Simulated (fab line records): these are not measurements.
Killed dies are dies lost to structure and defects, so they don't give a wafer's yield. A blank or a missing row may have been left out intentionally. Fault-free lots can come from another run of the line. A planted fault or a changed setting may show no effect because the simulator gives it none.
fab line records | flow gf180mcu
[record] lots = 5 wafers = 15 lastDay = 32
route steps=602 shown MVPSD@84 VT_IMPLANT@90
lots with no fault: from the same line, run without faults
startH: the number of hours between the record's first day and the start of the first shown wafer of the lot | waitH: hours elapsed since this lot's preceding step | " as in the row above | L1.1+2: a row that stands for several wafers | - no value, or no start was given | * or withheld: withheld | < > ~ a bound
route shown NAME@n: NAME is a module with steps in the file, n the number in the route of the first one | usual: mean/standard deviation of fault-free wafers | same: alike in all rows | chamber/n: place in a boat | sites: readings site by site | _std_site: standard deviation of those values | _edge_site: mean of outer sites minus mean of inner sites | radiusMm: for every site, how far away it sits from the centre of the wafer | mask NAME#n: copy n | behind: the last tool/chamber to shape the wafer | hold: what put the lot on hold/how long, in hours/how the hold closed | device: names the non-switching transistor (n, p or np) | end of line: the route-end tests of the same wafers | a step without rows: its recipe alone | killed: dies lost to structure and defects at the first sort, not the wafer's yield | map: dies across one wafer; x = killed, . = not, _ = none there
set.NAME: the run value of the setting; set.NAME@STEP: its run value at that earlier step | model.NAME: the simulator's own value behind a step, which no gauge read
lots at some steps of the route; a table a step, a row a wafer
services: when a tool's chamber went out of use (startH, in hours from the record's first day, below 0 if earlier), for how many hours, and the reason
[[steps]]
[step GF_MVPSD_DEVELOP_06]
[recipe] wallAngleDeg = 90 developTimeS = 60 devTempC = 23
[same] developTimeS = 60
// columns lot.wafer tool chamber startH waitH
L076.1+2+6 lithoTrack-03 0 - -
L080.3+4+6 lithoTrack-04 0 - -
L082.2+4+6 lithoTrack-04 0 - -
L084.1+2+4 lithoTrack-04 0 - -
L087.2+4+6 lithoTrack-02 0 - -
[step GF_MVPSD_OVL_MEAS_07]
[usual] MVPSD_OVL = 0.1/1.5
// columns lot.wafer tool chamber startH waitH MVPSD_OVL[nm]
L076.1 overlay-02 - 108.45 - -1.0
L076.2 " - " " -1.0
L076.6 " - " " -0.7
L080.3 overlay-01 - 131.71 - 0.9
L080.4 " - " " -1.3
L080.6 " - " " 1.3
L082.2 overlay-01 - 142.80 - -0.4
L082.4 " - " " -0.4
L082.6 " - " " -1.5
L084.1 overlay-01 - 157.90 - 0.2
L084.2 " - " " 0.3
L084.4 " - " " -1.2
L087.2 overlay-01 - 175.51 - -0.6
L087.4 " - " " -0.3
L087.6 " - " " -1.9
[step GF_MVPSD_IMPLANT_08]
[recipe] species = B energyKev = 170 doseCm2 = 1.5e+13 tiltDeg = 0
[usual] endStationPressureTorr = 5.07e-06/2.9e-07
// columns lot.wafer tool chamber startH waitH endStationPressureTorr
L076.1 implanter-04 0 108.48 0.0 4.86e-06
L076.2 " 0 " " 4.65e-06
L076.6 " 0 " " 5.03e-06
L080.3 implanter-02 0 131.78 0.1 4.92e-06
L080.4 " 0 " " 4.97e-06
L080.6 " 0 " " 4.56e-06
L082.2 implanter-02 0 142.86 0.0 4.68e-06
L082.4 " 0 " " 4.9e-06
L082.6 " 0 " " 5.46e-06
L084.1 implanter-02 0 157.93 0.0 5.29e-06
L084.2 " 0 " " 5.17e-06
L084.4 " 0 " " 5.27e-06
L087.2 implanter-03 0 175.56 0.0 5.13e-06
L087.4 " 0 " " 5.39e-06
L087.6 " 0 " " 5.17e-06
[step GF_MVPSD_IMPLANT_09]
[recipe] species = B energyKev = 40 doseCm2 = 5e+12 tiltDeg = 0
[usual] endStationPressureTorr = 5.01e-06/2.5e-07
// columns lot.wafer tool chamber startH waitH endStationPressureTorr
L076.1 implanter-04 0 108.63 0.1 5.02e-06
L076.2 " 0 " " 5.04e-06
L076.6 " 0 " " 4.7e-06
L080.3 implanter-02 0 131.93 0.1 5.12e-06
L080.4 " 0 " " 4.92e-06
L080.6 " 0 " " 5.12e-06
L082.2 implanter-02 0 143.01 0.1 4.81e-06
L082.4 " 0 " " 5.05e-06
L082.6 " 0 " " 4.84e-06
L084.1 implanter-02 0 158.08 0.1 5.01e-06
L084.2 " 0 " " 5.15e-06
L084.4 " 0 " " 5.26e-06
L087.2 implanter-03 0 175.71 0.1 4.87e-06
L087.4 " 0 " " 5.6e-06
L087.6 " 0 " " 4.96e-06
[step GF_MVPSD_STRIP_10]
[recipe] chemistry = O2/N2 powerW = 1400 pressureMtorr = 1500 platenTempC = 250 o2FlowSccm = 3000 n2FlowSccm = 300 overashFraction = 0.5
[usual] drypumpMotorCurrentA = 5.8/0.58 heaterPowerW = 361/42 o2FlowSccm = 2998/8.6 oesProductAu = 0.722/0.0045 platenTempC = 250.01/0.19 stripTimeToEndpointS = 36.98/0.087
// columns lot.wafer tool chamber startH waitH drypumpMotorCurrentA heaterPowerW o2FlowSccm oesProductAu platenTempC rfHoursCounterH stripTimeToEndpointS
L076.1 plasmaAsher-03 1 108.78 0.1 4.8 361 3012 0.721 250.10 47 36.98
L076.2 " 0 " " 6.0 420 3003 0.716 249.80 47 36.94
L076.6 " 1 " " 4.8 360 3017 0.728 250.20 - 37.04
L080.3 plasmaAsher-04 1 132.07 0.1 5.9 324 2999 0.725 250.07 - 37.04
L080.4 " 0 " " 6.2 297 3012 0.721 250.30 - 36.91
L080.6 " 1 " " 5.9 321 3001 0.724 250.19 - 37.19
L082.2 plasmaAsher-01 1 143.13 0.1 6.5 406 3018 0.719 250.20 3 36.96
L082.4 " 1 " " 6.5 406 3021 0.726 250.05 - 36.87
L082.6 " 1 " " 6.5 399 3010 0.717 250.23 - 36.93
L084.1 plasmaAsher-03 0 158.23 0.1 6.0 400 2990 0.716 250.31 52 36.95
L084.2 " 1 " " 4.8 358 2996 0.719 250.05 52 36.86
L084.4 " 0 " " 6.0 419 2996 0.715 249.64 - 36.89
L087.2 plasmaAsher-03 1 175.84 0.1 4.8 345 2994 0.731 249.99 54 36.84
L087.4 " 0 " " 6.0 401 3010 0.718 249.66 - 36.98
L087.6 " 1 " " 4.8 358 2991 0.717 249.79 - 36.99
[step GF_MVPSD_TW_MEAS_11]
[usual] MVPSD_TW = 547/3.3
// columns lot.wafer tool chamber startH waitH MVPSD_TW
L076.1 filmMetro-02 - 108.88 0.1 550
L076.2 " - " " 550
L076.6 " - " " 548
L080.3 filmMetro-04 - 132.15 0.1 541
L080.4 " - " " 544
L080.6 " - " " 543
L082.2 filmMetro-01 - 143.24 0.1 549
L082.4 " - " " 543
L082.6 " - " " 544
L084.1 filmMetro-04 - 158.33 0.1 540
L084.2 " - " " 541
L084.4 " - " " 542
L087.2 filmMetro-04 - 175.95 0.1 542
L087.4 " - " " 547
L087.6 " - " " 542
[step GF_VT_IMPLANT_DEHYDRATE_00]
[recipe] tempC = 200 timeS = 60
// columns lot.wafer tool chamber startH waitH
L076.1+2+6 lithoTrack-02 0 115.10 6.2
L080.3+4+6 lithoTrack-03 0 139.40 7.2
L082.2+4+6 lithoTrack-01 0 150.27 7.0
L084.1+2+4 lithoTrack-01 0 165.49 7.1
L087.2+4+6 lithoTrack-02 0 183.42 7.5
[step GF_VT_IMPLANT_HMDS_01]
[recipe] primeTimeS = 60 primeTempC = 120
// columns lot.wafer tool chamber startH waitH
L076.1+2+6 lithoTrack-02 0 115.25 0.1
L080.3+4+6 lithoTrack-03 0 139.55 0.1
L082.2+4+6 lithoTrack-01 0 150.42 0.1
L084.1+2+4 lithoTrack-01 0 165.64 0.1
L087.2+4+6 lithoTrack-02 0 183.57 0.1
[step GF_VT_IMPLANT_COAT_02]
[recipe] resist = NOVOLAK spinRpm = 3000 resistThkNm = 1000
[usual] dispensePressureKPa = 54/3.1
// columns lot.wafer tool chamber startH waitH dispensePressureKPa
L076.1 lithoTrack-02 0 115.40 0.1 59
L076.2 " 0 " " 59
L076.6 " 0 " " 59
L080.3 lithoTrack-03 0 139.70 0.1 52
L080.4 " 0 " " 52
L080.6 " 0 " " 52
L082.2 lithoTrack-01 0 150.57 0.1 55
L082.4 " 0 " " 55
L082.6 " 0 " " 55
L084.1 lithoTrack-01 0 165.79 0.1 55
L084.2 " 0 " " 55
L084.4 " 0 " " 55
L087.2 lithoTrack-02 0 183.72 0.1 59
L087.4 " 0 " " 59
L087.6 " 0 " " 59
[step GF_VT_IMPLANT_SOFTBAKE_03]
[recipe] tempC = 90 timeS = 60 resist = NOVOLAK
// columns lot.wafer tool chamber startH waitH
L076.1+2+6 lithoTrack-02 0 115.55 0.1
L080.3+4+6 lithoTrack-03 0 139.85 0.1
L082.2+4+6 lithoTrack-01 0 150.72 0.1
L084.1+2+4 lithoTrack-01 0 165.94 0.1
L087.2+4+6 lithoTrack-02 0 183.87 0.1
[step GF_VT_IMPLANT_EXPOSE_04]
[recipe] maskId = LVPWELL_LV_AREA targetCdNm = 600 na = 0.6 sourceShape = conventional sigmaOuter = 0.6 doseMj = 140
// columns lot.wafer tool chamber startH waitH mask
L076.1+2+6 ilineStepper-02 0 - - LVPWELL_LV_AREA#0
L080.3+4+6 ilineStepper-01 0 - - LVPWELL_LV_AREA#0
L082.2+4+6 ilineStepper-02 0 - - LVPWELL_LV_AREA#0
L084.1+2+4 ilineStepper-02 0 - - LVPWELL_LV_AREA#0
L087.2+4+6 ilineStepper-02 0 - - LVPWELL_LV_AREA#0
[step GF_VT_IMPLANT_PEB_05]
[recipe] tempC = withheld timeS = * resist = NOVOLAK
// columns lot.wafer tool chamber startH waitH
L076.1+2+6 lithoTrack-01 0 - -
L080.3+4+6 lithoTrack-01 0 - -
L082.2+4+6 lithoTrack-02 0 - -
L084.1+2+4 lithoTrack-03 0 - -
L087.2+4+6 lithoTrack-01 0 - -
[step GF_VT_IMPLANT_DEVELOP_06]
[recipe] developTimeS = 60 devTempC = 23
[same] developTimeS = 60
// columns lot.wafer tool chamber startH waitH
L076.1+2+6 lithoTrack-01 0 122.74 0.1
L080.3+4+6 lithoTrack-01 0 147.94 0.1
L082.2+4+6 lithoTrack-02 0 158.32 0.1
L084.1+2+4 lithoTrack-03 0 174.65 0.1
L087.2+4+6 lithoTrack-01 0 192.21 0.1
[step GF_VT_IMPLANT_OVL_MEAS_07]
[usual] VT_IMPLANT_OVL = -0.1/1.2
// columns lot.wafer tool chamber startH waitH VT_IMPLANT_OVL[nm]
L076.1 overlay-02 - 122.90 0.1 0.7
L076.2 " - " " -0.6
L076.6 " - " " -0.1
L080.3 overlay-02 - 148.05 0.1 0.8
L080.4 " - " " 0.8
L080.6 " - " " -0.3
L082.2 overlay-02 - 158.46 0.1 -2.0
L082.4 " - " " -0.6
L082.6 " - " " -2.1
L084.1 overlay-01 - 174.80 0.1 -0.2
L084.2 " - " " -1.2
L084.4 " - " " 0.1
L087.2 overlay-02 - 192.35 0.1 0.9
L087.4 " - " " 1.1
L087.6 " - " " 0.7
[step GF_VT_IMPLANT_IMPLANT_08]
[recipe] species = BF2 energyKev = 20 doseCm2 = 8.29e+12 tiltDeg = 7
[usual] endStationPressureTorr = 5.04e-06/2.4e-07
// columns lot.wafer tool chamber startH waitH endStationPressureTorr
L076.1 implanter-04 0 122.94 0.0 5.28e-06
L076.2 " 0 " " 5.32e-06
L076.6 " 0 " " 5.26e-06
L080.3 implanter-01 0 148.13 0.1 5.01e-06
L080.4 " 0 " " 5.15e-06
L080.6 " 0 " " 4.93e-06
L082.2 implanter-04 0 158.51 0.0 5.12e-06
L082.4 " 0 " " 4.59e-06
L082.6 " 0 " " 5.16e-06
L084.1 implanter-04 0 174.83 0.0 4.94e-06
L084.2 " 0 " " 5.01e-06
L084.4 " 0 " " 5.21e-06
L087.2 implanter-02 0 192.40 0.0 5.38e-06
L087.4 " 0 " " 4.92e-06
L087.6 " 0 " " 5.15e-06
[step GF_VT_IMPLANT_STRIP_09]
[recipe] chemistry = O2/N2 powerW = 1400 pressureMtorr = 1500 platenTempC = 250 o2FlowSccm = 3000 n2FlowSccm = 300 overashFraction = 0.5
[usual] drypumpMotorCurrentA = 5.7/0.42 heaterPowerW = 345/35 o2FlowSccm = 2999/10 oesProductAu = 0.716/0.0047 platenTempC = 250.03/0.17 stripTimeToEndpointS = 12.63/0.039
// columns lot.wafer tool chamber startH waitH drypumpMotorCurrentA heaterPowerW o2FlowSccm oesProductAu platenTempC rfHoursCounterH stripTimeToEndpointS
L076.1 plasmaAsher-03 0 123.09 0.1 6.0 419 3011 0.708 249.88 48 12.60
L076.2 " 1 " " 4.8 346 2998 0.709 249.93 48 12.63
L076.6 " 0 " " 5.9 427 3004 0.706 250.00 - 12.64
L080.3 plasmaAsher-02 0 148.26 0.1 5.7 348 3000 0.711 250.03 - 12.62
L080.4 " 1 " " 5.7 333 3004 0.715 250.11 - 12.55
L080.6 " 1 " " 5.7 343 3008 0.714 249.98 - 12.55
L082.2 plasmaAsher-03 1 158.64 0.1 4.8 351 2983 0.715 249.60 52 12.56
L082.4 " 1 " " 4.8 349 2991 0.723 249.81 - 12.59
L082.6 " 1 " " 4.8 344 3008 0.711 249.77 - 12.55
L084.1 plasmaAsher-02 1 174.98 0.1 5.8 350 3002 0.716 249.82 50 12.60
L084.2 " 0 " " 5.7 352 3005 0.711 250.16 50 12.62
L084.4 " 0 " " 5.7 342 3006 0.715 250.22 - 12.67
L087.2 plasmaAsher-04 1 192.53 0.1 5.9 326 2986 0.712 250.12 39 12.66
L087.4 " 0 " " 6.2 300 2985 0.711 250.09 - 12.62
L087.6 " 1 " " 5.9 333 2979 0.721 250.00 - 12.65
[step GF_VT_IMPLANT_TW_MEAS_10]
[usual] VT_IMPLANT_TW = 559/3.8
// columns lot.wafer tool chamber startH waitH VT_IMPLANT_TW
L076.1 filmMetro-04 - 123.19 0.1 555
L076.2 " - " " 556
L076.6 " - " " 555
L080.3 filmMetro-01 - 148.35 0.1 560
L080.4 " - " " 558
L080.6 " - " " 559
L082.2 filmMetro-03 - 158.75 0.1 558
L082.4 " - " " 562
L082.6 " - " " 563
L084.1 filmMetro-01 - 175.08 0.1 561
L084.2 " - " " 560
L084.4 " - " " 561
L087.2 filmMetro-03 - 192.64 0.1 568
L087.4 " - " " 566
L087.6 " - " " 566
[step GF_VT_IMPLANT_DEHYDRATE_11]
[recipe] tempC = 200 timeS = 60
// columns lot.wafer tool chamber startH waitH
L076.1+2+6 lithoTrack-01 0 129.29 6.1
L080.3+4+6 lithoTrack-03 0 155.50 7.1
L082.2+4+6 lithoTrack-03 0 165.72 7.0
L084.1+2+4 lithoTrack-01 0 182.54 7.4
L087.2+4+6 lithoTrack-02 0 200.62 8.0
[step GF_VT_IMPLANT_HMDS_12]
[recipe] primeTimeS = 60 primeTempC = 120
// columns lot.wafer tool chamber startH waitH
L076.1+2+6 lithoTrack-01 0 129.44 0.1
L080.3+4+6 lithoTrack-03 0 155.65 0.1
L082.2+4+6 lithoTrack-03 0 165.87 0.1
L084.1+2+4 lithoTrack-01 0 182.69 0.1
L087.2+4+6 lithoTrack-02 0 200.77 0.1
[step GF_VT_IMPLANT_COAT_13]
[recipe] resist = NOVOLAK spinRpm = 3000 resistThkNm = 1000
[usual] dispensePressureKPa = 56.2/2.7
// columns lot.wafer tool chamber startH waitH dispensePressureKPa
L076.1 lithoTrack-01 0 129.59 0.1 54.9
L076.2 " 0 " " 54.9
L076.6 " 0 " " 54.9
L080.3 lithoTrack-03 0 155.80 0.1 51.6
L080.4 " 0 " " 51.5
L080.6 " 0 " " 51.6
L082.2 lithoTrack-03 0 166.02 0.1 51.6
L082.4 " 0 " " 51.6
L082.6 " 0 " " 51.6
L084.1 lithoTrack-01 0 182.84 0.1 54.9
L084.2 " 0 " " 54.9
L084.4 " 0 " " 54.9
L087.2 lithoTrack-02 0 200.92 0.1 59.4
L087.4 " 0 " " 59.5
L087.6 " 0 " " 59.5
[step GF_VT_IMPLANT_SOFTBAKE_14]
[recipe] tempC = 90 timeS = 60 resist = NOVOLAK
// columns lot.wafer tool chamber startH waitH
L076.1+2+6 lithoTrack-01 0 129.74 0.1
L080.3+4+6 lithoTrack-03 0 155.95 0.1
L082.2+4+6 lithoTrack-03 0 166.17 0.1
L084.1+2+4 lithoTrack-01 0 182.99 0.1
L087.2+4+6 lithoTrack-02 0 201.07 0.1
[step GF_VT_IMPLANT_EXPOSE_15]
[recipe] maskId = Nwell_LV_AREA targetCdNm = 860 na = 0.6 sourceShape = conventional sigmaOuter = 0.6 doseMj = 140
// columns lot.wafer tool chamber startH waitH mask
L076.1+2+6 ilineStepper-01 0 - - Nwell_LV_AREA#0
L080.3+4+6 ilineStepper-01 0 - - Nwell_LV_AREA#0
L082.2+4+6 ilineStepper-02 0 - - Nwell_LV_AREA#0
L084.1+2+4 ilineStepper-02 0 - - Nwell_LV_AREA#0
L087.2+4+6 ilineStepper-02 0 - - Nwell_LV_AREA#0
[step GF_VT_IMPLANT_PEB_16]
[recipe] tempC = withheld timeS = * resist = NOVOLAK
// columns lot.wafer tool chamber startH waitH
L076.1+2+6 lithoTrack-02 0 - -
L080.3+4+6 lithoTrack-03 0 - -
L082.2+4+6 lithoTrack-01 0 - -
L084.1+2+4 lithoTrack-01 0 - -
L087.2+4+6 lithoTrack-03 0 - -
[step GF_VT_IMPLANT_DEVELOP_17]
[recipe] developTimeS = 60 devTempC = 23
[same] developTimeS = 60
// columns lot.wafer tool chamber startH waitH
L076.1+2+6 lithoTrack-02 0 137.60 0.1
L080.3+4+6 lithoTrack-03 0 163.55 0.1
L082.2+4+6 lithoTrack-01 0 174.76 0.1
L084.1+2+4 lithoTrack-01 0 191.29 0.1
L087.2+4+6 lithoTrack-03 0 209.92 0.1
[step GF_VT_IMPLANT_OVL_MEAS_18]
[usual] VT_IMPLANT_01_OVL = -0.3/1.6
// columns lot.wafer tool chamber startH waitH VT_IMPLANT_01_OVL[nm]
L076.1 overlay-01 - 137.75 0.1 -1.2
L076.2 " - " " -0.8
L076.6 " - " " -0.6
L080.3 overlay-01 - 163.66 0.1 0.2
L080.4 " - " " -0.2
L080.6 " - " " 0.1
L082.2 overlay-02 - 174.90 0.1 4.2
L082.4 " - " " 4.1
L082.6 " - " " 3.1
L084.1 overlay-02 - 191.44 0.1 2.0
L084.2 " - " " 0.8
L084.4 " - " " 1.2
L087.2 overlay-02 - 210.05 0.1 0.8
L087.4 " - " " -1.2
L087.6 " - " " 1.0
[step GF_VT_IMPLANT_IMPLANT_19]
[recipe] species = As energyKev = 100 doseCm2 = 4.35e+12 tiltDeg = 7
[usual] endStationPressureTorr = 5.02e-06/2.5e-07
// columns lot.wafer tool chamber startH waitH endStationPressureTorr
L076.1 implanter-01 0 137.79 0.0 5.33e-06
L076.2 " 0 " " 5.02e-06
L076.6 " 0 " " 5.33e-06
L080.3 implanter-04 0 163.73 0.1 5.51e-06
L080.4 " 0 " " 4.79e-06
L080.6 " 0 " " 5.04e-06
L082.2 implanter-01 0 174.95 0.0 4.97e-06
L082.4 " 0 " " 4.97e-06
L082.6 " 0 " " 4.93e-06
L084.1 implanter-01 0 191.48 0.0 5.01e-06
L084.2 " 0 " " 5.15e-06
L084.4 " 0 " " 5.34e-06
L087.2 implanter-04 0 210.11 0.0 4.85e-06
L087.4 " 0 " " 5.11e-06
L087.6 " 0 " " 5.22e-06
[step GF_VT_IMPLANT_STRIP_20]
[recipe] chemistry = O2/N2 powerW = 1400 pressureMtorr = 1500 platenTempC = 250 o2FlowSccm = 3000 n2FlowSccm = 300 overashFraction = 0.5
[usual] drypumpMotorCurrentA = 5.7/0.46 heaterPowerW = 349/37 o2FlowSccm = 3000/8.9 oesProductAu = 0.716/0.0043 platenTempC = 250.01/0.17 stripTimeToEndpointS = 12.625/0.027
// columns lot.wafer tool chamber startH waitH drypumpMotorCurrentA heaterPowerW o2FlowSccm oesProductAu platenTempC rfHoursCounterH stripTimeToEndpointS
L076.1 plasmaAsher-02 0 137.94 0.1 5.6 346 2993 0.719 249.83 45 12.654
L076.2 " 1 " " 5.7 342 2997 0.709 250.34 45 12.634
L076.6 " 1 " " 5.7 339 2997 0.712 249.97 - 12.642
L080.3 plasmaAsher-03 1 163.87 0.1 4.8 344 2983 0.715 249.71 - 12.600
L080.4 " 0 " " 6.0 413 3002 0.715 250.05 - 12.661
L080.6 " 0 " " 5.9 421 2997 0.720 250.00 - 12.635
L082.2 plasmaAsher-04 1 175.08 0.1 5.9 325 3000 0.705 249.75 37 12.619
L082.4 " 1 " " 5.9 337 2996 0.719 250.05 - 12.633
L082.6 " 1 " " 5.9 326 2999 0.719 249.97 - 12.628
L084.1 plasmaAsher-03 0 191.63 0.1 6.0 425 3009 0.715 249.82 56 12.639
L084.2 " 1 " " 4.8 358 3005 0.724 250.17 56 12.614
L084.4 " 1 " " 4.8 353 3003 0.719 250.12 - 12.622
L087.2 plasmaAsher-02 0 210.23 0.1 5.7 348 2990 0.715 250.11 54 12.669
L087.4 " 1 " " 5.7 339 2993 0.719 250.09 - 12.609
L087.6 " 1 " " 5.8 350 2991 0.712 250.24 - 12.680
[step GF_VT_IMPLANT_TW_MEAS_21]
[usual] VT_IMPLANT_2_TW = 1203/10
// columns lot.wafer tool chamber startH waitH VT_IMPLANT_2_TW
L076.1 filmMetro-04 - 138.04 0.1 1193
L076.2 " - " " 1193
L076.6 " - " " 1192
L080.3 filmMetro-04 - 163.95 0.1 1201
L080.4 " - " " 1203
L080.6 " - " " 1195
L082.2 filmMetro-04 - 175.19 0.1 1196
L082.4 " - " " 1195
L082.6 " - " " 1192
L084.1 filmMetro-01 - 191.73 0.1 1208
L084.2 " - " " 1205
L084.4 " - " " 1207
L087.2 filmMetro-01 - 210.34 0.1 1203
L087.4 " - " " 1199
L087.6 " - " " 1206
[[services]]
// columns tool chamber startH hours kind
ilineStepper-02 - 85.93 1.7 pm
plasmaAsher-01 - 108.75 9.0 pm
plasmaAsher-01 0 108.75 9.3 ventCycle
plasmaAsher-01 1 108.75 9.3 ventCycle
implanter-01 - 112.21 4.6 pm
plasmaAsher-01 - 113.90 4.1 repair
plasmaAsher-02 - 114.91 2.2 repair
plasmaAsher-01 0 117.75 - clean
plasmaAsher-01 1 117.75 - clean
plasmaAsher-03 - 123.35 6.7 pm
plasmaAsher-01 - 126.86 0.5 repair
plasmaAsher-04 - 139.65 28.1 pm
implanter-02 - 159.34 2.1 repair
plasmaAsher-02 - 170.73 2.7 repair
implanter-03 - 171.27 2.9 pm
plasmaAsher-04 - 173.41 0.6 repair
implanter-02 - 174.09 7.1 repair
implanter-03 - 179.49 10.4 pm
plasmaAsher-04 - 180.12 3.7 repair
ilineStepper-01 - 183.13 1.7 repair
ilineStepper-01 - 196.73 0.6 repair
implanter-01 - 198.74 10.1 repair
[[key]]
fault none
